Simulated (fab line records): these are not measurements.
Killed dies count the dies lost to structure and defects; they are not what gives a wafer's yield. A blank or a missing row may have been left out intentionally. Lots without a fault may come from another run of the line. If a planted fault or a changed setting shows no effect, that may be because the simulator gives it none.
fab line records | flow sky130
record lots=11 | wafers=33 | lastDay=49
route steps=708 shown METAL4@598 VIA4@650
lots untouched by any fault: they come from a run of this same line in which no faults occurred
startH: start of the lot's first displayed wafer, in hours after the record's first day | waitH: hours elapsed since this lot's preceding step | " identical to the entry in the row above | L1.1+2: several wafers, shown together as one row | - no value, or no start was given | * or withheld: withheld | < > ~ a bound
route shown NAME@n: names a module that has steps shown in the file, with the first one's number in the route | usual: mean/standard deviation of fault-free wafers | same: alike in all rows | chamber/n: place in a boat | sites: the reading at each site | _std_site: how widely they spread, as a standard deviation | _edge_site: the outer-site mean with the inner-site mean subtracted | radiusMm: for every site, how far away it sits from the centre of the wafer | mask NAME#n: copy n | behind: tool/chamber where the wafer was last shaped | hold: cause of the lot's hold/its duration in hours/its outcome | device: the transistor (n, p or np) that didn't switch | end of line: the route-end tests of the same wafers | a step without rows: its recipe alone | killed: the dies lost at the first sort to structure and to defects; this is not the yield of the wafer | map: a wafer's dies, x killed, . not, _ none there
set.NAME: the run value of the setting; set.NAME@STEP: its run value at that earlier step | model.NAME: the simulator's own value behind a step, which no gauge read
steps of the route over a sample of lots; a table a step, a row a wafer
services: when a tool's chamber went out of use (startH, in hours from the record's first day, below 0 if earlier), for how many hours, and the reason
## steps
# step SKY_METAL4_SPUTTER_00
# recipe material=Ti | targetThkNm=15 | powerW=3000 | timeS=10 | chamberPressurePa=0.4
# usual throttleValvePct=29.6/0.91
lot.wafer | tool          | chamber | startH  | waitH | throttleValvePct
L914.2    | pvdSputter-02 | -       | 937.74  | 0.1   | 30.4
L914.5    | "             | -       | "       | "     | 30.2
L914.6    | "             | -       | "       | "     | 29.0
L917.1    | pvdSputter-04 | -       | 959.15  | 0.2   | 29.0
L917.3    | "             | -       | "       | "     | 30.9
L917.5    | "             | -       | "       | "     | 30.7
L918.2    | pvdSputter-02 | -       | 962.64  | 0.2   | 29.7
L918.3    | "             | -       | "       | "     | 29.4
L918.4    | "             | -       | "       | "     | 28.4
L919.1    | pvdSputter-04 | -       | 966.75  | 0.1   | 29.5
L919.5    | "             | -       | "       | "     | 31.0
L919.6    | "             | -       | "       | "     | 29.6
L921.1    | pvdSputter-03 | -       | 995.08  | 0.1   | 30.2
L921.5    | "             | -       | "       | "     | 31.3
L921.6    | "             | -       | "       | "     | 28.8
L922.2    | pvdSputter-02 | -       | 995.38  | 0.2   | 28.1
L922.3    | "             | -       | "       | "     | 29.0
L922.5    | "             | -       | "       | "     | 29.6
L923.2    | pvdSputter-03 | -       | 1003.20 | 0.1   | 30.0
L923.4    | "             | -       | "       | "     | 29.1
L923.5    | "             | -       | "       | "     | 31.2
L925.2    | pvdSputter-03 | -       | 1020.44 | 0.1   | 30.0
L925.3    | "             | -       | "       | "     | 29.1
L925.6    | "             | -       | "       | "     | 31.0
L926.2    | pvdSputter-02 | -       | 1023.65 | 0.2   | 29.0
L926.3    | "             | -       | "       | "     | 28.2
L926.4    | "             | -       | "       | "     | 30.1
L928.3    | pvdSputter-02 | -       | 1040.26 | 0.1   | 29.2
L928.4    | "             | -       | "       | "     | 30.2
L928.5    | "             | -       | "       | "     | 30.1
L929.1    | pvdSputter-03 | -       | 1040.89 | 0.1   | 31.1
L929.2    | "             | -       | "       | "     | 29.0
L929.3    | "             | -       | "       | "     | 30.4
# step SKY_METAL4_SPUTTER_04
# recipe material=TiN | targetThkNm=70 | powerW=6500 | timeS=58.3 | chamberPressurePa=0.4
# usual throttleValvePct=29.6/0.88
lot.wafer | tool          | chamber | startH  | waitH | throttleValvePct
L914.2    | pvdSputter-02 | -       | 937.85  | 0.0   | 30.0
L914.5    | "             | -       | "       | "     | 30.3
L914.6    | "             | -       | "       | "     | 29.0
L917.1    | pvdSputter-04 | -       | 959.25  | 0.0   | 28.9
L917.3    | "             | -       | "       | "     | 31.0
L917.5    | "             | -       | "       | "     | 30.7
L918.2    | pvdSputter-02 | -       | 962.74  | 0.0   | 29.7
L918.3    | "             | -       | "       | "     | 29.1
L918.4    | "             | -       | "       | "     | 28.2
L919.1    | pvdSputter-04 | -       | 966.85  | 0.0   | 29.4
L919.5    | "             | -       | "       | "     | 31.1
L919.6    | "             | -       | "       | "     | 29.6
L921.1    | pvdSputter-03 | -       | 995.18  | 0.0   | 30.0
L921.5    | "             | -       | "       | "     | 31.1
L921.6    | "             | -       | "       | "     | 29.1
L922.2    | pvdSputter-02 | -       | 995.48  | 0.0   | 28.2
L922.3    | "             | -       | "       | "     | 29.1
L922.5    | "             | -       | "       | "     | 29.4
L923.2    | pvdSputter-03 | -       | 1003.30 | 0.0   | 29.9
L923.4    | "             | -       | "       | "     | 28.8
L923.5    | "             | -       | "       | "     | 31.2
L925.2    | pvdSputter-03 | -       | 1020.54 | 0.0   | 30.0
L925.3    | "             | -       | "       | "     | 29.0
L925.6    | "             | -       | "       | "     | 31.1
L926.2    | pvdSputter-02 | -       | 1023.76 | 0.0   | 29.2
L926.3    | "             | -       | "       | "     | 28.3
L926.4    | "             | -       | "       | "     | 30.1
L928.3    | pvdSputter-02 | -       | 1040.36 | 0.0   | 28.9
L928.4    | "             | -       | "       | "     | 30.0
L928.5    | "             | -       | "       | "     | 30.3
L929.1    | pvdSputter-03 | -       | 1040.99 | 0.0   | 31.0
L929.2    | "             | -       | "       | "     | 29.3
L929.3    | "             | -       | "       | "     | 30.2
# step SKY_METAL4_METAL_ETCH_18
# recipe targetDepthA=8450 | stopOn=SiO2 | overEtchFrac=0.3 | timeS=183.1 | chemistry=Cl2/BCl3 | resistSidewallDeg=88 | pressureMtorr=10 | icpW=900 | biasW=48.5 | Cl2_flow_sccm=60 | bcl3FlowSccm=30
# usual drypumpMotorCurrentA=6.2/0.36 | oesProductAu=0.868/0.0074 | overEtchFrac=0.3/0 | throttleValvePct=22.265/0.0088
lot.wafer | tool        | chamber | startH  | waitH | drypumpMotorCurrentA | oesProductAu | overEtchFrac | rfHoursCounterH | throttleValvePct
L914.2    | rieMetal-01 | 0       | 986.97  | 0.0   | 5.6                  | 0.877        | 0.3          | 9               | 22.270
L914.5    | "           | 0       | "       | "     | 5.6                  | 0.870        | 0.3          | -               | 22.281
L914.6    | "           | 1       | "       | "     | 6.8                  | 0.868        | 0.3          | -               | 22.265
L917.1    | rieMetal-02 | 1       | 1007.14 | 0.0   | 6.3                  | 0.872        | 0.3          | 14              | 22.264
L917.3    | "           | 0       | "       | "     | 6.2                  | 0.868        | 0.3          | -               | 22.278
L917.5    | "           | 1       | "       | "     | 6.3                  | 0.856        | 0.3          | -               | 22.272
L918.2    | rieMetal-02 | 0       | 1011.12 | 0.0   | 6.2                  | 0.875        | 0.3          | 17              | 22.259
L918.3    | "           | 0       | "       | "     | 6.2                  | 0.880        | 0.3          | -               | 22.260
L918.4    | "           | 1       | "       | "     | 6.3                  | 0.879        | 0.3          | -               | 22.255
L919.1    | rieMetal-02 | 1       | 1014.42 | 0.0   | 6.3                  | 0.869        | 0.3          | 14              | 22.282
L919.5    | "           | 0       | "       | "     | 6.2                  | 0.865        | 0.3          | -               | 22.256
L919.6    | "           | 1       | "       | "     | 6.3                  | 0.858        | 0.3          | -               | 22.275
L921.1    | rieMetal-04 | 1       | 1041.42 | 0.0   | 6.1                  | 0.867        | 0.3          | 16              | 22.259
L921.5    | "           | 1       | "       | "     | 6.1                  | 0.861        | 0.3          | -               | 22.266
L921.6    | "           | 0       | "       | "     | 6.2                  | 0.859        | 0.3          | -               | 22.249
L922.2    | rieMetal-01 | 0       | 1041.52 | 0.0   | 5.6                  | 0.875        | 0.3          | 12              | 22.265
L922.3    | "           | 0       | "       | "     | 5.6                  | 0.864        | 0.3          | -               | 22.258
L922.5    | "           | 1       | "       | "     | 6.8                  | 0.868        | 0.3          | -               | 22.274
L923.2    | rieMetal-01 | 1       | 1048.75 | 0.0   | 6.8                  | 0.870        | 0.3          | 20              | 22.268
L923.4    | "           | 0       | "       | "     | 5.6                  | 0.854        | 0.3          | -               | 22.262
L923.5    | "           | 1       | "       | "     | 6.8                  | 0.873        | 0.3          | -               | 22.277
L925.2    | rieMetal-04 | 0       | 1064.97 | 0.0   | 6.2                  | 0.872        | 0.3          | 22              | 22.261
L925.3    | "           | 1       | "       | "     | 6.1                  | 0.858        | 0.3          | -               | 22.253
L925.6    | "           | 0       | "       | "     | 6.2                  | 0.868        | 0.3          | -               | 22.265
L926.2    | rieMetal-02 | 1       | 1068.19 | 0.0   | 6.3                  | 0.875        | 0.3          | 18              | 22.263
L926.3    | "           | 0       | "       | "     | 6.2                  | 0.864        | 0.3          | -               | 22.275
L926.4    | "           | 1       | "       | "     | 6.3                  | 0.870        | 0.3          | -               | 22.258
L928.3    | rieMetal-04 | 1       | 1084.18 | 0.1   | 6.1                  | 0.868        | 0.3          | -               | 22.263
L928.4    | "           | 0       | "       | "     | 6.1                  | 0.871        | 0.3          | -               | 22.257
L928.5    | "           | 0       | "       | "     | 6.2                  | 0.875        | 0.3          | -               | 22.267
L929.1    | rieMetal-02 | 0       | 1084.47 | 0.0   | 6.1                  | 0.809        | 0.45446      | 21              | 22.263
L929.2    | "           | 1       | "       | "     | 6.3                  | 0.854        | 0.3          | 19              | 22.269
L929.3    | "           | 1       | "       | "     | 6.3                  | 0.849        | 0.3          | -               | 22.269
# step SKY_METAL4_STRIP_19
# recipe chemistry=O2/N2 | powerW=1400 | pressureMtorr=1500 | platenTempC=withheld | o2FlowSccm=3000 | n2FlowSccm=300 | overashFraction=0.5
# usual drypumpMotorCurrentA=5.9/0.41 | o2FlowSccm=3002/9.9 | oesProductAu=0.505/0.0059 | stripTimeToEndpointS=6.59/0.086
lot.wafer | tool           | chamber | startH  | waitH | drypumpMotorCurrentA | o2FlowSccm | oesProductAu | rfHoursCounterH | stripTimeToEndpointS
L914.2    | plasmaAsher-04 | 0       | 987.15  | 0.1   | 5.2                  | 3004       | 0.501        | 56              | 6.56
L914.5    | "              | 0       | "       | "     | 5.3                  | 3001       | 0.504        | -               | 6.56
L914.6    | "              | 1       | "       | "     | 6.0                  | 3010       | 0.508        | -               | 6.66
L917.1    | plasmaAsher-03 | 1       | 1007.32 | 0.1   | 5.9                  | 3000       | 0.505        | 122             | 6.65
L917.3    | "              | 1       | "       | "     | 5.9                  | 2999       | 0.501        | -               | 6.43
L917.5    | "              | 1       | "       | "     | 5.9                  | 3005       | 0.493        | -               | 6.56
L918.2    | plasmaAsher-01 | 0       | 1011.30 | 0.1   | 6.2                  | 3003       | 0.513        | 88              | 6.62
L918.3    | "              | 0       | "       | "     | 6.3                  | 3004       | 0.505        | -               | 6.54
L918.4    | "              | 1       | "       | "     | 6.6                  | 3024       | 0.512        | -               | 6.63
L919.1    | plasmaAsher-03 | 1       | 1014.60 | 0.1   | 5.9                  | 2991       | 0.514        | 122             | 6.65
L919.5    | "              | 0       | "       | "     | 5.5                  | 2998       | 0.498        | -               | 6.57
L919.6    | "              | 1       | "       | "     | 5.9                  | 2999       | 0.507        | -               | 6.61
L921.1    | plasmaAsher-03 | 1       | 1041.60 | 0.1   | 5.9                  | 3013       | 0.503        | 125             | 6.57
L921.5    | "              | 0       | "       | "     | 5.5                  | 2989       | 0.505        | -               | 6.61
L921.6    | "              | 1       | "       | "     | 5.9                  | 3004       | 0.484        | -               | 6.52
L922.2    | plasmaAsher-04 | 1       | 1041.70 | 0.1   | 6.0                  | 3007       | 0.502        | 61              | 6.61
L922.3    | "              | 1       | "       | "     | 6.0                  | 3013       | 0.507        | -               | 6.68
L922.5    | "              | 1       | "       | "     | 6.0                  | 3016       | 0.516        | -               | 6.71
L923.2    | plasmaAsher-03 | 0       | 1048.93 | 0.1   | 5.5                  | 3006       | 0.507        | 126             | 6.64
L923.4    | "              | 0       | "       | "     | 5.5                  | 3009       | 0.494        | -               | 6.50
L923.5    | "              | 1       | "       | "     | 5.9                  | 3004       | 0.500        | -               | 6.68
L925.2    | plasmaAsher-04 | 0       | 1065.14 | 0.1   | 5.3                  | 3000       | 0.501        | 64              | 6.62
L925.3    | "              | 1       | "       | "     | 6.0                  | 2992       | 0.508        | -               | 6.58
L925.6    | "              | 0       | "       | "     | 5.2                  | 3001       | 0.503        | -               | 6.61
L926.2    | plasmaAsher-01 | 1       | 1068.37 | 0.1   | 6.5                  | 2998       | 0.509        | 93              | 6.66
L926.3    | "              | 0       | "       | "     | 6.3                  | 2996       | 0.503        | -               | 6.42
L926.4    | "              | 1       | "       | "     | 6.5                  | 2997       | 0.500        | -               | 6.56
L928.3    | plasmaAsher-01 | 0       | 1084.33 | 0.1   | 6.2                  | 2997       | 0.504        | -               | 6.59
L928.4    | "              | 1       | "       | "     | 6.5                  | 3000       | 0.501        | -               | 6.50
L928.5    | "              | 1       | "       | "     | 6.5                  | 3004       | 0.497        | -               | 6.52
L929.1    | plasmaAsher-04 | 0       | 1084.65 | 0.1   | 5.2                  | 3007       | 0.464        | 66              | 5.84
L929.2    | "              | 1       | "       | "     | 6.0                  | 3000       | 0.502        | 66              | 6.62
L929.3    | "              | 0       | "       | "     | 5.2                  | 2998       | 0.504        | -               | 6.63
# step SKY_VIA4_OVL_MEAS_11
# usual VIA4_OVL=0.5/1.2
lot.wafer | tool       | chamber | startH  | waitH | VIA4_OVL[nm]
L914.2    | overlay-02 | -       | 1011.34 | 0.1   | -0.3
L914.5    | "          | -       | "       | "     | 1.4
L914.6    | "          | -       | "       | "     | 0.5
L917.1    | overlay-01 | -       | 1031.02 | 0.1   | -0.8
L917.3    | "          | -       | "       | "     | 0.3
L917.5    | "          | -       | "       | "     | 1.0
L918.2    | overlay-02 | -       | 1034.34 | 0.1   | -0.6
L918.3    | "          | -       | "       | "     | 0.8
L918.4    | "          | -       | "       | "     | -0.1
L919.1    | overlay-01 | -       | 1037.49 | 0.1   | -0.2
L919.5    | "          | -       | "       | "     | 0.8
L919.6    | "          | -       | "       | "     | 2.3
L921.1    | overlay-02 | -       | 1064.14 | 0.1   | 1.3
L921.5    | "          | -       | "       | "     | 1.9
L921.6    | "          | -       | "       | "     | 1.1
L922.2    | overlay-01 | -       | 1064.49 | 0.1   | 0.5
L922.3    | "          | -       | "       | "     | -0.1
L922.5    | "          | -       | "       | "     | 0.9
L923.2    | overlay-02 | -       | 1071.27 | 0.1   | -0.5
L923.4    | "          | -       | "       | "     | -1.2
L923.5    | "          | -       | "       | "     | 0.5
L925.2    | overlay-01 | -       | 1086.92 | 0.1   | 2.2
L925.3    | "          | -       | "       | "     | -0.1
L925.6    | "          | -       | "       | "     | 1.8
L926.2    | overlay-02 | -       | 1090.79 | 0.1   | -0.6
L926.3    | "          | -       | "       | "     | -0.9
L926.4    | "          | -       | "       | "     | 0.7
L928.3    | overlay-01 | -       | 1106.38 | 0.1   | 2.5
L928.4    | "          | -       | "       | "     | 2.8
L928.5    | "          | -       | "       | "     | 1.2
L929.1    | overlay-02 | -       | 1106.67 | 0.1   | -0.9
L929.2    | "          | -       | "       | "     | -0.9
L929.3    | "          | -       | "       | "     | 0.0
## services
tool           | chamber | startH  | hours | kind
pvdSputter-04  | 3       | 924.76  | -     | consumableReplace:kit
pvdSputter-04  | 3       | 924.76  | 18.0  | scheduledDown
pvdSputter-04  | 3       | 924.76  | 18.0  | ventCycle
pvdSputter-03  | 0       | 958.13  | -     | consumableReplace:kit
pvdSputter-03  | 0       | 958.13  | 18.0  | scheduledDown
pvdSputter-03  | 0       | 958.13  | 18.0  | ventCycle
pvdSputter-02  | -       | 997.40  | 1.4   | repair
pvdSputter-02  | 1       | 1001.78 | -     | consumableReplace:kit
pvdSputter-02  | 1       | 1001.78 | 18.0  | scheduledDown
pvdSputter-02  | 1       | 1001.78 | 18.0  | ventCycle
plasmaAsher-04 | -       | 1014.64 | 2.5   | repair
pvdSputter-02  | -       | 1024.00 | 2.0   | repair
plasmaAsher-01 | -       | 1031.54 | 0.4   | repair
rieMetal-01    | -       | 1031.56 | 0.8   | repair
plasmaAsher-03 | -       | 1031.88 | 1.2   | repair
rieMetal-02    | 0       | 1045.28 | 3.6   | repair
plasmaAsher-03 | -       | 1055.25 | 9.0   | pm
plasmaAsher-03 | 0       | 1055.25 | 9.0   | ventCycle
plasmaAsher-03 | 1       | 1055.25 | 9.0   | ventCycle
rieMetal-02    | -       | 1055.55 | 0.4   | repair
plasmaAsher-01 | -       | 1055.88 | 2.8   | pm
pvdSputter-03  | -       | 1058.94 | 89.3  | repair
plasmaAsher-03 | 0       | 1064.25 | -     | clean
plasmaAsher-03 | 1       | 1064.25 | -     | clean
## key
firstSign step=SKY_METAL4_METAL_ETCH_18 | reading=overEtchFrac | direction=up | sigmas=99+ | usual=0.3 | struck=0.45446
effect step=SKY_METAL4_METAL_ETCH_18 | reading=oesProductAu | direction=down | sigmas=7.9 | usual=0.868 | struck=0.809
effect step=SKY_METAL4_STRIP_19 | reading=stripTimeToEndpointS | direction=down | sigmas=8.7 | usual=* | struck=*
metAt SKY_METAL4_METAL_ETCH_18
struckLots L929
struckWafers L929.1
notActingAt SKY_METAL4_SPUTTER_00,SKY_METAL4_SPUTTER_04,SKY_VIA4_OVL_MEAS_11
onsetBetween 1068.19 1084.47
fault kind=processParameterDrift | tool=rieMetal-02 | chamber=0 | onsetH=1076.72 | steps=SKY_METAL4_METAL_ETCH_18 | channel=overEtchFrac | offset=0.15446 | shape=step | endH=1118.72 | actsIn=theseRecipesOnly | stated=0.3
